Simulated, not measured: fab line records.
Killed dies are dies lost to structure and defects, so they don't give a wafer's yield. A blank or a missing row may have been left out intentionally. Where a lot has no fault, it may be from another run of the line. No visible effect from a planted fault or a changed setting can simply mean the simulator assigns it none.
Tool commonality check :: flow sky130 :: Lots sampled 12, wafers sampled 39

REASON FOR OPENING
1 of 12 lots carry a flag on the reading SONOS_ONO_CVD_04_THK at SKY_SONOS_ONO_THK_MEAS_05. No-fault wafers: 5.62 nm, standard deviation 0.1.
Rule: a lot is flagged when every wafer of it that has a number lies more than 4 standard deviations from that mean, or none has a number. The rest of the lots are taken to be sound.

lot: L617
measured: day 11 17:25
on: filmMetro-04
SONOS_ONO_CVD_04_THK (nm), wafer by wafer: 5.71 5.58 5.57
flag: 

lot: L618
measured: day 11 18:40
on: filmMetro-04
SONOS_ONO_CVD_04_THK (nm), wafer by wafer: 5.67 5.62 5.64
flag: 

lot: L620
measured: day 12 20:04
on: filmMetro-02
SONOS_ONO_CVD_04_THK (nm), wafer by wafer: 5.49 5.76 5.61
flag: 

lot: L621
measured: day 13 03:21
on: filmMetro-01
SONOS_ONO_CVD_04_THK (nm), wafer by wafer: 5.73 5.69 5.77
flag: 

lot: L624
measured: day 14 02:14
on: filmMetro-04
SONOS_ONO_CVD_04_THK (nm), wafer by wafer: 5.69 5.49 5.63
flag: 

lot: L625
measured: day 14 07:38
on: filmMetro-01
SONOS_ONO_CVD_04_THK (nm), wafer by wafer: 5.62 5.65 5.66
flag: 

lot: L626
measured: day 14 12:23
on: filmMetro-02
SONOS_ONO_CVD_04_THK (nm), wafer by wafer: 5.47 5.64 5.50
flag: 

lot: L627
measured: day 14 21:57
on: filmMetro-04
SONOS_ONO_CVD_04_THK (nm), wafer by wafer: 5.42 5.50 5.41
flag: 

lot: L628
measured: day 15 09:11
on: filmMetro-02
SONOS_ONO_CVD_04_THK (nm), wafer by wafer: 5.56 5.56 5.43
flag: 

lot: L629
measured: day 15 12:19
on: filmMetro-04
SONOS_ONO_CVD_04_THK (nm), wafer by wafer: 5.51 5.44 5.47
flag: 

lot: L637
measured: day 18 08:02
on: filmMetro-02
SONOS_ONO_CVD_04_THK (nm), wafer by wafer: 4.78 4.79 4.75 4.68 4.81 4.75
flag: FLAGGED

lot: L640
measured: day 19 05:01
on: filmMetro-04
SONOS_ONO_CVD_04_THK (nm), wafer by wafer: 5.70 5.83 5.75
flag: 
The numbers of the flagged lots are 4.76 nm on average: -0.86 nm against the usual, or -9 standard deviations.

TOOL THAT RAN EACH LOT
Before the reading, the record contains 2 process steps out of a 708-step route. Read each cell as the tool, then ch plus the chambers that the sampled wafers visited, then the start.
lot: L617
flag: 
SKY_VT_ADJUST_HVTR_STRIP_10: plasmaAsher-04 ch 0,1, day 9 14:47
SKY_SONOS_ONO_CVD_04: lpcvd-03 ch 0, day 11 16:10

lot: L618
flag: 
SKY_VT_ADJUST_HVTR_STRIP_10: plasmaAsher-02 ch 0, day 9 15:29
SKY_SONOS_ONO_CVD_04: lpcvd-03 ch 0, day 11 17:25

lot: L620
flag: 
SKY_VT_ADJUST_HVTR_STRIP_10: plasmaAsher-03 ch 1, day 10 12:14
SKY_SONOS_ONO_CVD_04: lpcvd-03 ch 0, day 12 18:49

lot: L621
flag: 
SKY_VT_ADJUST_HVTR_STRIP_10: plasmaAsher-04 ch 0,1, day 10 19:29
SKY_SONOS_ONO_CVD_04: lpcvd-03 ch 1, day 13 02:06

lot: L624
flag: 
SKY_VT_ADJUST_HVTR_STRIP_10: plasmaAsher-04 ch 0,1, day 11 16:47
SKY_SONOS_ONO_CVD_04: lpcvd-03 ch 0, day 14 00:59

lot: L625
flag: 
SKY_VT_ADJUST_HVTR_STRIP_10: plasmaAsher-02 ch 0,1, day 12 00:17
SKY_SONOS_ONO_CVD_04: lpcvd-03 ch 1, day 14 06:23

lot: L626
flag: 
SKY_VT_ADJUST_HVTR_STRIP_10: plasmaAsher-02 ch 0,1, day 12 04:55
SKY_SONOS_ONO_CVD_04: lpcvd-03 ch 0, day 14 11:07

lot: L627
flag: 
SKY_VT_ADJUST_HVTR_STRIP_10: plasmaAsher-04 ch 0,1, day 12 14:02
SKY_SONOS_ONO_CVD_04: lpcvd-03 ch 0, day 14 20:41

lot: L628
flag: 
SKY_VT_ADJUST_HVTR_STRIP_10: plasmaAsher-02 ch 0,1, day 12 22:52
SKY_SONOS_ONO_CVD_04: lpcvd-03 ch 1, day 15 07:55

lot: L629
flag: 
SKY_VT_ADJUST_HVTR_STRIP_10: plasmaAsher-04 ch 0,1, day 13 03:08
SKY_SONOS_ONO_CVD_04: lpcvd-03 ch 0, day 15 11:04

lot: L637
flag: FLAGGED
SKY_VT_ADJUST_HVTR_STRIP_10: plasmaAsher-03 ch 1, day 15 15:58
SKY_SONOS_ONO_CVD_04: lpcvd-03 ch 0, day 18 06:47

lot: L640
flag: 
SKY_VT_ADJUST_HVTR_STRIP_10: plasmaAsher-04 ch 0,1, day 16 11:56
SKY_SONOS_ONO_CVD_04: lpcvd-03 ch 1, day 19 03:46
What these steps do:
- SKY_VT_ADJUST_HVTR_STRIP_10: strips in O2/N2.
- SKY_SONOS_ONO_CVD_04: deposits SiO2 from SiH4/N2O, target thk 5.7199 nm.
- SKY_SONOS_ONO_THK_MEAS_05

FLAGGED OVER TOTAL, TOOL BY TOOL (the gauges that took the reading come last)
step: SKY_VT_ADJUST_HVTR_STRIP_10
tool: plasmaAsher-02
lots run: 4
flagged: 0
share of the flagged lots: none
sound lots run after its first flagged lot: -

step: SKY_VT_ADJUST_HVTR_STRIP_10
tool: plasmaAsher-03
lots run: 2
flagged: 1
share of the flagged lots: all
sound lots run after its first flagged lot: 0

step: SKY_VT_ADJUST_HVTR_STRIP_10
tool: plasmaAsher-04
lots run: 6
flagged: 0
share of the flagged lots: none
sound lots run after its first flagged lot: -

step: SKY_SONOS_ONO_CVD_04
tool: lpcvd-03
lots run: 12
flagged: 1
share of the flagged lots: all
sound lots run after its first flagged lot: 1 (L640)

step: SKY_SONOS_ONO_THK_MEAS_05
tool: filmMetro-01
lots run: 2
flagged: 0
share of the flagged lots: none
sound lots run after its first flagged lot: -

step: SKY_SONOS_ONO_THK_MEAS_05
tool: filmMetro-02
lots run: 4
flagged: 1
share of the flagged lots: all
sound lots run after its first flagged lot: 0

step: SKY_SONOS_ONO_THK_MEAS_05
tool: filmMetro-04
lots run: 6
flagged: 0
share of the flagged lots: none
sound lots run after its first flagged lot: -

THE TABLE: WHAT IT ALLOWS
All flagged lots were run by 3 table rows, namely plasmaAsher-03 at SKY_VT_ADJUST_HVTR_STRIP_10, lpcvd-03 at SKY_SONOS_ONO_CVD_04, filmMetro-02 at SKY_SONOS_ONO_THK_MEAS_05.
- plasmaAsher-03 at SKY_VT_ADJUST_HVTR_STRIP_10 ran 2 lots, 1 of them flagged. It ran its last sound lot, L620, at day 10 12:14 and its first flagged lot, L637, at day 15 15:58: a fault with its onset between the two fits.
- lpcvd-03 at SKY_SONOS_ONO_CVD_04 ran 12 lots, 1 of them flagged. Lots that were sound ran on it after the first flagged one (L640); a persistent fault on the entire tool would not allow that. Its own readings (spikeTcBottomC, spikeTcCentreC, spikeTcLowerC, spikeTcTopC, spikeTcUpperC) fall more than 4 standard deviations out on all wafers of the flagged lots.
- filmMetro-02 at SKY_SONOS_ONO_THK_MEAS_05 ran 4 lots, 1 of them flagged. It ran its last sound lot, L628, at day 15 09:11 and its first flagged lot, L637, at day 18 08:02: a fault with its onset between the two fits.
These 2 tools cannot be told apart by counting lots, since each of them fits a fault that started at some hour. More lots, or a look at what each step does to the wafer, might.

WHAT HAD BEEN PUT IN BY THE SIMULATOR
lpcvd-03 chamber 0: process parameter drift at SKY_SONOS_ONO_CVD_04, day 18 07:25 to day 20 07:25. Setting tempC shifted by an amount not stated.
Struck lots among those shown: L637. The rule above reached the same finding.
